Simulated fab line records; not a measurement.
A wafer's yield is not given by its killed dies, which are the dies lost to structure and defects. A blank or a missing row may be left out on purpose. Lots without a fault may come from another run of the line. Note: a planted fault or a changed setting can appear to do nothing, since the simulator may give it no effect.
The tool behind it: which one? / flow gf180mcu / 24 lots, 72 wafers sampled, at 5 steps of a route of 602

== WHAT EACH GAUGE READ, for each wafer ==
GF_DNWELL_TW_MEAS_09.
lot=L074; measured=day 2 19:53; on=filmMetro-01; DNWELL_TW=1337 1345 1345
lot=L075; measured=day 3 00:10; on=filmMetro-04; DNWELL_TW=1342 1345 1350
lot=L076; measured=day 3 07:40; on=filmMetro-02; DNWELL_TW=1321 1324 1322
lot=L077; measured=day 3 10:22; on=filmMetro-02; DNWELL_TW=1315 1323 1321
lot=L078; measured=day 3 15:04; on=filmMetro-02; DNWELL_TW=1318 1319 1320
lot=L079; measured=day 3 21:52; on=filmMetro-02; DNWELL_TW=1328 1324 1322
lot=L080; measured=day 4 04:59; on=filmMetro-02; DNWELL_TW=1321 1319 1317
lot=L081; measured=day 4 14:43; on=filmMetro-04; DNWELL_TW=1328 1331 1325
lot=L082; measured=day 4 21:19; on=filmMetro-04; DNWELL_TW=1333 1332 1332
lot=L083; measured=day 4 21:28; on=filmMetro-04; DNWELL_TW=1325 1325 1329
lot=L084; measured=day 5 06:31; on=filmMetro-01; DNWELL_TW=1331 1329 1323
lot=L085; measured=day 5 12:39; on=filmMetro-02; DNWELL_TW=1330 1335 1333
lot=L086; measured=day 5 16:59; on=filmMetro-04; DNWELL_TW=1330 1326 1331
lot=L088; measured=day 6 02:55; on=filmMetro-02; DNWELL_TW=1341 1347 1342
lot=L087; measured=day 6 03:16; on=filmMetro-01; DNWELL_TW=1335 1332 1343
lot=L090; measured=day 6 11:25; on=filmMetro-04; DNWELL_TW=1330 1328 1331
lot=L089; measured=day 6 11:46; on=filmMetro-01; DNWELL_TW=1338 1343 1346
lot=L091; measured=day 6 16:46; on=filmMetro-01; DNWELL_TW=1344 1336 1339
lot=L092; measured=day 6 21:19; on=filmMetro-02; DNWELL_TW=1333 1334 1330
lot=L093; measured=day 7 04:01; on=filmMetro-04; DNWELL_TW=1323 1328 1334
lot=L094; measured=day 7 09:19; on=filmMetro-02; DNWELL_TW=1326 1331 1335
lot=L095; measured=day 7 10:51; on=filmMetro-01; DNWELL_TW=1341 1348 1348
lot=L096; measured=day 7 15:46; on=filmMetro-01; DNWELL_TW=1342 1341 1346
lot=L097; measured=day 7 20:40; on=filmMetro-02; DNWELL_TW=1322 1316 1320

GF_VT_IMPLANT_OVL_MEAS_07.
lot=L074; measured=day 5 14:47; on=overlay-01; VT_IMPLANT_OVL (nm)=-0.9 -0.6 0.6
lot=L075; measured=day 5 16:55; on=overlay-02; VT_IMPLANT_OVL (nm)=0.1 3.3 0.7
lot=L076; measured=day 6 01:28; on=overlay-02; VT_IMPLANT_OVL (nm)=-1.2 -1.8 -1.1
lot=L077; measured=day 6 05:52; on=overlay-02; VT_IMPLANT_OVL (nm)=0.6 1.0 0.4
lot=L078; measured=day 6 09:37; on=overlay-02; VT_IMPLANT_OVL (nm)=0.0 2.8 1.3
lot=L079; measured=day 6 19:40; on=overlay-01; VT_IMPLANT_OVL (nm)=1.2 1.5 2.0
lot=L080; measured=day 7 04:11; on=overlay-02; VT_IMPLANT_OVL (nm)=1.6 0.6 0.5
lot=L081; measured=day 7 14:52; on=overlay-02; VT_IMPLANT_OVL (nm)=1.5 2.4 3.0
lot=L082; measured=day 7 23:10; on=overlay-01; VT_IMPLANT_OVL (nm)=1.9 0.0 -0.5
lot=L083; measured=day 8 00:04; on=overlay-02; VT_IMPLANT_OVL (nm)=2.4 1.9 2.3
lot=L084; measured=day 8 11:22; on=overlay-01; VT_IMPLANT_OVL (nm)=2.4 3.2 2.0
lot=L085; measured=day 8 17:58; on=overlay-02; VT_IMPLANT_OVL (nm)=0.0 2.0 1.1
lot=L086; measured=day 8 23:01; on=overlay-02; VT_IMPLANT_OVL (nm)=-1.1 1.4 0.6
lot=L088; measured=day 9 10:04; on=overlay-02; VT_IMPLANT_OVL (nm)=0.7 -1.7 -1.3
lot=L087; measured=day 9 10:34; on=overlay-01; VT_IMPLANT_OVL (nm)=0.0 -0.6 0.9
lot=L090; measured=day 9 20:46; on=overlay-01; VT_IMPLANT_OVL (nm)=1.0 0.2 1.7
lot=L089; measured=day 9 22:19; on=overlay-02; VT_IMPLANT_OVL (nm)=0.8 -0.3 -0.5
lot=L091; measured=day 10 02:52; on=overlay-01; VT_IMPLANT_OVL (nm)=-2.6 1.4 -1.0
lot=L092; measured=day 10 08:31; on=overlay-01; VT_IMPLANT_OVL (nm)=1.2 2.1 -0.4
lot=L093; measured=day 10 15:40; on=overlay-02; VT_IMPLANT_OVL (nm)=-1.1 0.1 -1.1
lot=L094; measured=day 10 22:55; on=overlay-01; VT_IMPLANT_OVL (nm)=-0.5 1.8 1.0
lot=L095; measured=day 11 00:08; on=overlay-01; VT_IMPLANT_OVL (nm)=0.2 0.6 0.4
lot=L096; measured=day 11 07:19; on=overlay-02; VT_IMPLANT_OVL (nm)=-2.5 -1.5 -0.2
lot=L097; measured=day 11 14:07; on=overlay-01; VT_IMPLANT_OVL (nm)=1.6 0.5 0.3

GF_POLY_GATE_CD_MEAS_10: target cd 280 nm.
lot=L074; measured=day 9 09:04; on=cdSem-01; cdNm (nm)=281.9 280.4 281.1
lot=L075; measured=day 9 09:42; on=cdSem-02; cdNm (nm)=281.1 281.1 281.5
lot=L076; measured=day 9 15:22; on=cdSem-01; cdNm (nm)=282.8 281.4 281.9
lot=L077; measured=day 9 20:22; on=cdSem-02; cdNm (nm)=278.5 279.0 279.4
lot=L078; measured=day 10 01:52; on=cdSem-01; cdNm (nm)=280.3 279.9 280.9
lot=L079; measured=day 10 14:13; on=cdSem-01; cdNm (nm)=278.1 278.5 279.1
lot=L080; measured=day 10 22:39; on=cdSem-02; cdNm (nm)=281.8 282.1 280.7
lot=L081; measured=day 11 10:44; on=cdSem-01; cdNm (nm)=279.3 279.1 278.6
lot=L082; measured=day 11 21:20; on=cdSem-01; cdNm (nm)=280.8 281.8 281.6
lot=L083; measured=day 11 23:16; on=cdSem-01; cdNm (nm)=280.5 281.5 281.5
lot=L084; measured=day 12 10:06; on=cdSem-01; cdNm (nm)=278.1 278.3 279.2
lot=L085; measured=day 12 20:36; on=cdSem-01; cdNm (nm)=279.7 279.2 279.4
lot=L086; measured=day 13 03:02; on=cdSem-01; cdNm (nm)=280.1 280.6 279.5
lot=L088; measured=day 13 16:30; on=cdSem-02; cdNm (nm)=281.6 282.0 280.5
lot=L087; measured=day 13 14:13; on=cdSem-01; cdNm (nm)=278.7 279.0 278.9
lot=L090; measured=day 14 01:16; on=cdSem-02; cdNm (nm)=277.4 277.5 277.4
lot=L089; measured=day 14 05:30; on=cdSem-01; cdNm (nm)=279.0 279.3 279.0
lot=L091; measured=day 14 08:40; on=cdSem-02; cdNm (nm)=279.3 279.0 279.7
lot=L092; measured=day 14 16:01; on=cdSem-02; cdNm (nm)=279.6 279.1 278.9
lot=L093; measured=day 14 23:48; on=cdSem-02; cdNm (nm)=280.9 279.9 280.4
lot=L094; measured=day 15 06:27; on=cdSem-01; cdNm (nm)=277.1 275.6 277.8
lot=L095; measured=day 15 09:18; on=cdSem-01; cdNm (nm)=279.2 279.8 279.1
lot=L096; measured=day 15 21:31; on=cdSem-02; cdNm (nm)=281.0 278.9 280.2
lot=L097; measured=day 16 04:37; on=cdSem-01; cdNm (nm)=278.6 277.3 277.5

GF_HV_LDD_TW_MEAS_11.
lot=L074; measured=day 10 05:26; on=filmMetro-03; HV_LDD_TW=2418 2424 2413
lot=L075; measured=day 10 06:04; on=filmMetro-01; HV_LDD_TW=2395 2402 2395
lot=L076; measured=day 10 10:58; on=filmMetro-01; HV_LDD_TW=2381 2389 2380
lot=L077; measured=day 10 15:31; on=filmMetro-03; HV_LDD_TW=2412 2410 2416
lot=L078; measured=day 10 21:50; on=filmMetro-01; HV_LDD_TW=2387 2379 2394
lot=L079; measured=day 11 11:07; on=filmMetro-01; HV_LDD_TW=2375 2378 2395
lot=L080; measured=day 11 19:32; on=filmMetro-02; HV_LDD_TW=2371 2377 2376
lot=L081; measured=day 12 07:16; on=filmMetro-02; HV_LDD_TW=2370 2365 2373
lot=L082; measured=day 12 19:01; on=filmMetro-01; HV_LDD_TW=2389 2400 2398
lot=L083; measured=day 12 20:13; on=filmMetro-01; HV_LDD_TW=2395 2390 2395
lot=L084; measured=day 13 07:01; on=filmMetro-02; HV_LDD_TW=2381 2371 2352
lot=L085; measured=day 13 18:46; on=filmMetro-03; HV_LDD_TW=2419 2424 2441
lot=L086; measured=day 14 01:44; on=filmMetro-01; HV_LDD_TW=2402 2403 2394
lot=L088; measured=day 14 15:49; on=filmMetro-03; HV_LDD_TW=2433 2433 2440
lot=L087; measured=day 14 12:31; on=filmMetro-01; HV_LDD_TW=2385 2392 2384
lot=L090; measured=day 15 00:31; on=filmMetro-02; HV_LDD_TW=2360 2378 2364
lot=L089; measured=day 15 04:01; on=filmMetro-02; HV_LDD_TW=2372 2386 2369
lot=L091; measured=day 15 07:10; on=filmMetro-01; HV_LDD_TW=2395 2384 2393
lot=L092; measured=day 15 19:04; on=filmMetro-02; HV_LDD_TW=2378 2368 2375
lot=L093; measured=day 16 02:25; on=filmMetro-01; HV_LDD_TW=2384 2380 2382
lot=L094; measured=day 16 06:34; on=filmMetro-01; HV_LDD_TW=2380 2386 2390
lot=L095; measured=day 16 10:19; on=filmMetro-01; HV_LDD_TW=2385 2381 2396
lot=L096; measured=day 16 21:49; on=filmMetro-02; HV_LDD_TW=2383 2384 2397
lot=L097; measured=day 17 05:04; on=filmMetro-03; HV_LDD_TW=2414 2416 2430

== WHAT TOOL EACH LOT RAN ON (gives the tool, then ch and the chambers of the sampled wafers, and finally the start) ==
lot=L074; GF_VT_IMPLANT_STRIP_31=plasmaAsher-02 ch 0,1, day 6 20:14
lot=L075; GF_VT_IMPLANT_STRIP_31=plasmaAsher-01 ch 0,1, day 6 22:03
lot=L076; GF_VT_IMPLANT_STRIP_31=plasmaAsher-01 ch 0,1, day 7 07:35
lot=L077; GF_VT_IMPLANT_STRIP_31=plasmaAsher-02 ch 0,1, day 7 13:30
lot=L078; GF_VT_IMPLANT_STRIP_31=plasmaAsher-03 ch 0,1, day 7 15:36
lot=L079; GF_VT_IMPLANT_STRIP_31=plasmaAsher-02 ch 0,1, day 8 03:53
lot=L080; GF_VT_IMPLANT_STRIP_31=plasmaAsher-03 ch 0,1, day 8 13:05
lot=L081; GF_VT_IMPLANT_STRIP_31=plasmaAsher-01 ch 0,1, day 8 22:59
lot=L082; GF_VT_IMPLANT_STRIP_31=plasmaAsher-03 ch 0,1, day 9 08:26
lot=L083; GF_VT_IMPLANT_STRIP_31=plasmaAsher-03 ch 0,1, day 9 09:50
lot=L084; GF_VT_IMPLANT_STRIP_31=plasmaAsher-01 ch 0, day 9 22:11
lot=L085; GF_VT_IMPLANT_STRIP_31=plasmaAsher-03 ch 0,1, day 10 04:24
lot=L086; GF_VT_IMPLANT_STRIP_31=plasmaAsher-03 ch 0,1, day 10 10:05
lot=L088; GF_VT_IMPLANT_STRIP_31=plasmaAsher-03 ch 0, day 10 21:41
lot=L087; GF_VT_IMPLANT_STRIP_31=plasmaAsher-01 ch 0, day 10 23:23
lot=L090; GF_VT_IMPLANT_STRIP_31=plasmaAsher-02 ch 0,1, day 11 09:38
lot=L089; GF_VT_IMPLANT_STRIP_31=plasmaAsher-02 ch 0,1, day 11 10:33
lot=L091; GF_VT_IMPLANT_STRIP_31=plasmaAsher-01 ch 0,1, day 11 14:57
lot=L092; GF_VT_IMPLANT_STRIP_31=plasmaAsher-01 ch 0,1, day 11 21:08
lot=L093; GF_VT_IMPLANT_STRIP_31=plasmaAsher-01 ch 0,1, day 12 05:08
lot=L094; GF_VT_IMPLANT_STRIP_31=plasmaAsher-03 ch 1, day 12 12:18
lot=L095; GF_VT_IMPLANT_STRIP_31=plasmaAsher-02 ch 0,1, day 12 14:41
lot=L096; GF_VT_IMPLANT_STRIP_31=plasmaAsher-03 ch 0,1, day 12 21:41
lot=L097; GF_VT_IMPLANT_STRIP_31=plasmaAsher-03 ch 0,1, day 13 04:53
- GF_VT_IMPLANT_STRIP_31: strips in O2/N2.

== AS READ BY THE TOOLS THEMSELVES (means over the sampled wafers that have a number; for cases with no such wafer, the mark the record gives instead) ==
GF_VT_IMPLANT_STRIP_31.
lot=L074; tool=plasmaAsher-02; drypumpMotorCurrentA (A)=5.7; heaterPowerW (W)=336; oesProductAu (a.u.)=0.717; stripTimeToEndpointS (s)=12.67
lot=L075; tool=plasmaAsher-01; drypumpMotorCurrentA (A)=5.8; heaterPowerW (W)=344; oesProductAu (a.u.)=0.717; stripTimeToEndpointS (s)=12.67
lot=L076; tool=plasmaAsher-01; drypumpMotorCurrentA (A)=5.8; heaterPowerW (W)=347; oesProductAu (a.u.)=0.718; stripTimeToEndpointS (s)=12.61
lot=L077; tool=plasmaAsher-02; drypumpMotorCurrentA (A)=5.7; heaterPowerW (W)=334; oesProductAu (a.u.)=0.716; stripTimeToEndpointS (s)=12.63
lot=L078; tool=plasmaAsher-03; drypumpMotorCurrentA (A)=5.0; heaterPowerW (W)=314; oesProductAu (a.u.)=0.713; stripTimeToEndpointS (s)=12.70
lot=L079; tool=plasmaAsher-02; drypumpMotorCurrentA (A)=5.5; heaterPowerW (W)=353; oesProductAu (a.u.)=0.721; stripTimeToEndpointS (s)=12.62
lot=L080; tool=plasmaAsher-03; drypumpMotorCurrentA (A)=4.9; heaterPowerW (W)=312; oesProductAu (a.u.)=0.715; stripTimeToEndpointS (s)=12.60
lot=L081; tool=plasmaAsher-01; drypumpMotorCurrentA (A)=5.9; heaterPowerW (W)=348; oesProductAu (a.u.)=0.716; stripTimeToEndpointS (s)=12.68
lot=L082; tool=plasmaAsher-03; drypumpMotorCurrentA (A)=5.0; heaterPowerW (W)=316; oesProductAu (a.u.)=0.716; stripTimeToEndpointS (s)=12.72
lot=L083; tool=plasmaAsher-03; drypumpMotorCurrentA (A)=4.8; heaterPowerW (W)=315; oesProductAu (a.u.)=0.716; stripTimeToEndpointS (s)=12.64
lot=L084; tool=plasmaAsher-01; drypumpMotorCurrentA (A)=5.6; heaterPowerW (W)=344; oesProductAu (a.u.)=0.717; stripTimeToEndpointS (s)=12.62
lot=L085; tool=plasmaAsher-03; drypumpMotorCurrentA (A)=5.0; heaterPowerW (W)=310; oesProductAu (a.u.)=0.716; stripTimeToEndpointS (s)=12.60
lot=L086; tool=plasmaAsher-03; drypumpMotorCurrentA (A)=5.0; heaterPowerW (W)=318; oesProductAu (a.u.)=0.711; stripTimeToEndpointS (s)=12.56
lot=L088; tool=plasmaAsher-03; drypumpMotorCurrentA (A)=4.7; heaterPowerW (W)=316; oesProductAu (a.u.)=0.717; stripTimeToEndpointS (s)=12.61
lot=L087; tool=plasmaAsher-01; drypumpMotorCurrentA (A)=5.6; heaterPowerW (W)=344; oesProductAu (a.u.)=0.715; stripTimeToEndpointS (s)=12.59
lot=L090; tool=plasmaAsher-02; drypumpMotorCurrentA (A)=5.7; heaterPowerW (W)=332; oesProductAu (a.u.)=0.720; stripTimeToEndpointS (s)=12.63
lot=L089; tool=plasmaAsher-02; drypumpMotorCurrentA (A)=5.7; heaterPowerW (W)=328; oesProductAu (a.u.)=0.717; stripTimeToEndpointS (s)=12.68
lot=L091; tool=plasmaAsher-01; drypumpMotorCurrentA (A)=5.8; heaterPowerW (W)=346; oesProductAu (a.u.)=0.715; stripTimeToEndpointS (s)=12.62
lot=L092; tool=plasmaAsher-01; drypumpMotorCurrentA (A)=5.9; heaterPowerW (W)=351; oesProductAu (a.u.)=0.715; stripTimeToEndpointS (s)=12.61
lot=L093; tool=plasmaAsher-01; drypumpMotorCurrentA (A)=5.9; heaterPowerW (W)=341; oesProductAu (a.u.)=0.715; stripTimeToEndpointS (s)=12.66
lot=L094; tool=plasmaAsher-03; drypumpMotorCurrentA (A)=5.2; heaterPowerW (W)=317; oesProductAu (a.u.)=0.711; stripTimeToEndpointS (s)=12.66
lot=L095; tool=plasmaAsher-02; drypumpMotorCurrentA (A)=5.7; heaterPowerW (W)=329; oesProductAu (a.u.)=0.714; stripTimeToEndpointS (s)=12.62
lot=L096; tool=plasmaAsher-03; drypumpMotorCurrentA (A)=5.0; heaterPowerW (W)=314; oesProductAu (a.u.)=0.716; stripTimeToEndpointS (s)=12.63
lot=L097; tool=plasmaAsher-03; drypumpMotorCurrentA (A)=5.0; heaterPowerW (W)=310; oesProductAu (a.u.)=0.715; stripTimeToEndpointS (s)=12.67

== THE ANSWER, worked out from the rows above alone ==
Rule: what is usual is taken from the lots themselves. Put in order of their means at a reading, lots are off if they are a third of the lots or fewer, leave a main group of 4 or more, and stand apart from it by a gap of 3 or more times the standard deviation of the main group's means; of several such gaps the widest counts. A main group whose means are all the same, to the digits that the tables above print for the reading, isn't used. Also off: a lot with no number at a reading for which 4 or more lots have one. All remaining lots with rows at the step are treated as sound. First the gauges in route order, then the tools' own readings, where a lot's mean is used as printed above. The first step at which some lot is off is used, and at that step the reading that is off furthest; a lot without a number counts as furthest.
No lot is off on any of the readings shown, so nothing can be concluded from this.

== WHAT THE SIMULATOR HAD PUT IN ==
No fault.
